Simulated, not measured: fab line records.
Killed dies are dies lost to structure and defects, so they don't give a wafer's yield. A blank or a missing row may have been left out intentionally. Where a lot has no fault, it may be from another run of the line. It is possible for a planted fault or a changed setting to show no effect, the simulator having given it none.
2 desks, one fault ; flow sky130 ; what lay behind the numbers comes last; until then each desk has only its own

TOOL OWNER'S DESK, implanter-01
For each lot that ran on this tool, the mean over its sampled wafers that have a number, from the tool's own readings at SKY_VT_ADJUST_PCH_IMPLANT_08. Marked OUT: a lot whose mean sits more than 4 standard deviations from the usual mean, which makes it out of limits; the brackets give that distance.
Columns: A = beam on s at SKY_VT_ADJUST_PCH_IMPLANT_08, usual 9.98 s; B = end station pressure torr at SKY_VT_ADJUST_PCH_IMPLANT_08, usual 4.98e-06 Torr; C = faraday current uA at SKY_VT_ADJUST_PCH_IMPLANT_08, usual 2.83
lot;first seen here;A;B;C
L882;day 10 09:44;9.96;5.17e-06;2.83
L894;day 14 05:35;9.96;5.10e-06;2.84
L895;day 14 10:38;9.85;5.06e-06;2.86
L898;day 16 01:36;11.85 (+8.9) OUT;8.77e-05 (+99 or more) OUT;2.37 (-7.9) OUT
L899;day 16 03:42;11.98 (+9.5) OUT;8.94e-05 (+99 or more) OUT;2.36 (-8.2) OUT
This desk finds L898, L899 out of limits, L898 being first, at day 16 01:36 (beam on s at SKY_VT_ADJUST_PCH_IMPLANT_08). L882, L894, L895: within limits.

THE METROLOGY DESK
What the gauges read, lot by lot, whatever tool the lot ran on: means of the sampled wafers that have a number. Marked OUT: a lot whose mean sits more than 4 standard deviations from the usual mean, which makes it out of limits; the brackets give that distance.
Columns: A = NWELL_2_TW at SKY_NWELL_TW_MEAS_26, usual 496; B = VT_ADJUST_PCH_TW at SKY_VT_ADJUST_PCH_TW_MEAS_10, usual 142.8; C = SONOS_ONO_CVD_02_THK at SKY_SONOS_ONO_THK_MEAS_03, usual 10.38 nm
lot;first seen here;A;B;C
L882;day 5 08:56;493;143.6;10.50
L886;day 6 08:47;492;142.2;10.51
L887;day 6 16:02;498;142.1;10.33
L888;day 6 16:24;497;141.4;10.32
L889;day 7 00:14;502;141.9;10.46
L891;day 7 13:53;494;142.0;10.35
L894;day 8 08:11;500;143.6;10.00
L895;day 8 12:01;498;141.4;10.31
L897;day 9 16:14;498;143.9;10.61
L898;day 9 16:31;494;148.6 (+5.3) OUT;10.43
L899;day 9 19:50;493;150.6 (+7.1) OUT;10.39
L903;day 10 15:08;491;142.5;10.54
This desk's result: L898, L899 out of limits, first on L898 (VT_ADJUST_PCH_TW at SKY_VT_ADJUST_PCH_TW_MEAS_10), day 16 01:51. L882, L886, L887, L888, L889, L891, L894, L895, L897, L903: within limits.

TAKEN TOGETHER
The tool owner's desk could have raised an alarm at day 16 01:36, on L898, L899.
At day 16 01:51 the metrology desk could have sounded an alarm, on L898, L899.
Of the lots named, all ran SKY_VT_ADJUST_PCH_IMPLANT_08 on implanter-01.

WHAT THE SIMULATOR HAD PUT IN
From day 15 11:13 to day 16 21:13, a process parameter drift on implanter-01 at SKY_VT_ADJUST_PCH_IMPLANT_08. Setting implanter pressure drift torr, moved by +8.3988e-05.
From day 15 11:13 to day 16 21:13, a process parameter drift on implanter-01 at SKY_VT_ADJUST_PCH_IMPLANT_08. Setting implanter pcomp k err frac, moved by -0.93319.
Lots struck among those shown: L898, L899.
Time in hours from fault onset to the first out-of-limits reading at each desk: tool owner's desk 14, metrology desk 15.
